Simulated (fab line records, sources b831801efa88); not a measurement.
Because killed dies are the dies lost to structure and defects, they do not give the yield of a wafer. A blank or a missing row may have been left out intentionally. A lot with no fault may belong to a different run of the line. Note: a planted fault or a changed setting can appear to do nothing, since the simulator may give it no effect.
Which tool was responsible? :: flow sky130 :: Sampling: 6 lots, 18 wafers, 2 of 708 route steps

WHAT THE GAUGES SHOWED, per wafer
SKY_CAP2M_RS_MEAS_03: the measuring method here is four-point-probe.
lot: L216
measured: day 40 08:35
on: filmMetro-01
CAP2M_TIN_RS (ohm/sq): 6.86 6.88 6.80

lot: L219
measured: day 40 23:44
on: filmMetro-03
CAP2M_TIN_RS (ohm/sq): 6.84 6.90 6.93

lot: L223
measured: day 42 11:05
on: filmMetro-01
CAP2M_TIN_RS (ohm/sq): 6.91 6.88 6.95

lot: L226
measured: day 43 04:19
on: filmMetro-04
CAP2M_TIN_RS (ohm/sq): 6.78 6.77 6.81

lot: L233
measured: day 45 00:08
on: filmMetro-01
CAP2M_TIN_RS (ohm/sq): 6.83 6.78 6.89

lot: L235
measured: day 45 12:07
on: filmMetro-04
CAP2M_TIN_RS (ohm/sq): 6.81 6.84 6.83

TOOL THAT RAN EACH LOT (tool first, then ch and the chambers of the sampled wafers, then the start)
lot: L216
SKY_SONOS_ONO_ETCH_15: rieDiel-04 ch 0,1, day 13 11:07

lot: L219
SKY_SONOS_ONO_ETCH_15: rieDiel-04 ch 0,1, day 14 07:46

lot: L223
SKY_SONOS_ONO_ETCH_15: rieDiel-01 ch 0,3, day 15 22:10

lot: L226
SKY_SONOS_ONO_ETCH_15: rieDiel-03 ch 0,1, day 16 18:58

lot: L233
SKY_SONOS_ONO_ETCH_15: rieDiel-04 ch 1,2,3, day 19 04:55

lot: L235
SKY_SONOS_ONO_ETCH_15: rieDiel-04 ch 0,2,3, day 19 22:28
- SKY_SONOS_ONO_ETCH_15: etches the open film in CHF3/O2, target depth 19.52 nm, time 7.8 s.

THE ANSWER, worked out from the rows above alone
Rule: usual is defined by the lots themselves. Put in order of their means at a reading, lots are off if they are a third of the lots or fewer, leave a main group of 4 or more, and stand apart from it by a gap of 3 or more times the standard deviation of the main group's means; of several such gaps the widest counts. If all means in a main group match to the digits the tables above print for the reading, that group is not used. A lot without any number at a reading at which 4 lots or more have one is off too. All remaining lots with rows at the step are treated as sound.
Across all readings shown, no lot is off: no conclusion can be drawn from this.

WHAT HAD BEEN PUT IN BY THE SIMULATOR
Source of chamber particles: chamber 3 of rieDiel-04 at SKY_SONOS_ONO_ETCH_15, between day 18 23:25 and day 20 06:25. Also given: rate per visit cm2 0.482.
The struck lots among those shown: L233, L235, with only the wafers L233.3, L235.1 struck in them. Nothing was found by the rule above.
